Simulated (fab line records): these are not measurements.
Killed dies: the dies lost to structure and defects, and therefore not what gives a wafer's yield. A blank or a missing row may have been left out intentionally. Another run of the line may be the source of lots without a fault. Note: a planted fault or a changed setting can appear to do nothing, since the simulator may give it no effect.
Matching of chambers / flow gf180mcu / GF_STI_CMP_25 on cmp-01: 4 sister chambers
The step polishes, stops on Si3N4, t overpolish 33 s, target thk 524.6 nm. 14 wafers are shown with their chamber, then 7 later ones without.

WAFERS PAIRED WITH THEIR CHAMBERS
wafer=L286.1; chamber=0; motor-current-A (A)=12.3; time-to-endpoint-s (s)=127; overpolish-run-s (s)=32.975
wafer=L286.3; chamber=3; motor-current-A (A)=13.3; time-to-endpoint-s (s)=127; overpolish-run-s (s)=33.006
wafer=L286.6; chamber=3; motor-current-A (A)=13.8; time-to-endpoint-s (s)=124; overpolish-run-s (s)=33.008
wafer=L288.1; chamber=1; motor-current-A (A)=9.7; time-to-endpoint-s (s)=126; overpolish-run-s (s)=33.001
wafer=L288.3; chamber=3; motor-current-A (A)=14.0; time-to-endpoint-s (s)=128; overpolish-run-s (s)=32.996
wafer=L288.4; chamber=2; motor-current-A (A)=12.0; time-to-endpoint-s (s)=122; overpolish-run-s (s)=32.991
wafer=L289.3; chamber=3; motor-current-A (A)=13.8; time-to-endpoint-s (s)=127; overpolish-run-s (s)=33.006
wafer=L289.4; chamber=2; motor-current-A (A)=11.3; time-to-endpoint-s (s)=121; overpolish-run-s (s)=33.000
wafer=L289.6; chamber=1; motor-current-A (A)=9.6; time-to-endpoint-s (s)=134; overpolish-run-s (s)=33.012
wafer=L290.2; chamber=0; motor-current-A (A)=12.9; time-to-endpoint-s (s)=127; overpolish-run-s (s)=32.992
wafer=L290.5; chamber=0; motor-current-A (A)=13.1; time-to-endpoint-s (s)=127; overpolish-run-s (s)=32.984
wafer=L290.6; chamber=1; motor-current-A (A)=10.1; time-to-endpoint-s (s)=135; overpolish-run-s (s)=33.003
wafer=L296.1; chamber=2; motor-current-A (A)=11.2; time-to-endpoint-s (s)=120; overpolish-run-s (s)=32.998
wafer=L296.4; chamber=0; motor-current-A (A)=12.5; time-to-endpoint-s (s)=121; overpolish-run-s (s)=33.000

SIGNATURES (averages over the wafers above)
reading=motor-current-A; chamber 0=12.700; chamber 1=9.800; chamber 2=11.500; chamber 3=13.725; scatter within a chamber=0.345
reading=time-to-endpoint-s; chamber 0=125.50; chamber 1=131.67; chamber 2=121.00; chamber 3=126.50; scatter within a chamber=2.94
reading=overpolish-run-s; chamber 0=32.98775; chamber 1=33.00533; chamber 2=32.99633; chamber 3=33.00400; scatter within a chamber=0.00739
Rule: for a wafer and a chamber, the distance is found by dividing, reading by reading, the gap between the wafer's reading and the chamber's mean by the reading's scatter, squaring, summing and taking the root. The wafer belongs to the nearest chamber; if the next one is less than 2 further off, it can't be placed. The scatter: the root of (the sum of the squares of (reading less its chamber's mean) over the shown wafers, divided by (wafers less chambers)).

WAFERS WHOSE CHAMBER IS MISSING
wafer=L296.6; motor-current-A (A)=11.0; time-to-endpoint-s (s)=119; overpolish-run-s (s)=32.999
wafer=L298.1; motor-current-A (A)=9.6; time-to-endpoint-s (s)=129; overpolish-run-s (s)=33.015
wafer=L298.3; motor-current-A (A)=13.9; time-to-endpoint-s (s)=128; overpolish-run-s (s)=32.998
wafer=L298.4; motor-current-A (A)=11.7; time-to-endpoint-s (s)=117; overpolish-run-s (s)=33.015
wafer=L304.1; motor-current-A (A)=12.4; time-to-endpoint-s (s)=120; overpolish-run-s (s)=33.004
wafer=L304.3; motor-current-A (A)=13.7; time-to-endpoint-s (s)=125; overpolish-run-s (s)=33.011
wafer=L304.4; motor-current-A (A)=11.2; time-to-endpoint-s (s)=117; overpolish-run-s (s)=33.011

CHAMBER TAKEN BY EACH
wafer=L296.6; from the rows above=2; in truth=2
wafer=L298.1; from the rows above=1; in truth=1
wafer=L298.3; from the rows above=3; in truth=3
wafer=L298.4; from the rows above=2; in truth=2
wafer=L304.1; from the rows above=can't be placed: 2 or 0 or 3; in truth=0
wafer=L304.3; from the rows above=3; in truth=3
wafer=L304.4; from the rows above=2; in truth=2
Placed correctly: 6 of 7. Not placeable from these rows: 1 (in 1, the candidates include the true chamber). 0 placed wrongly.
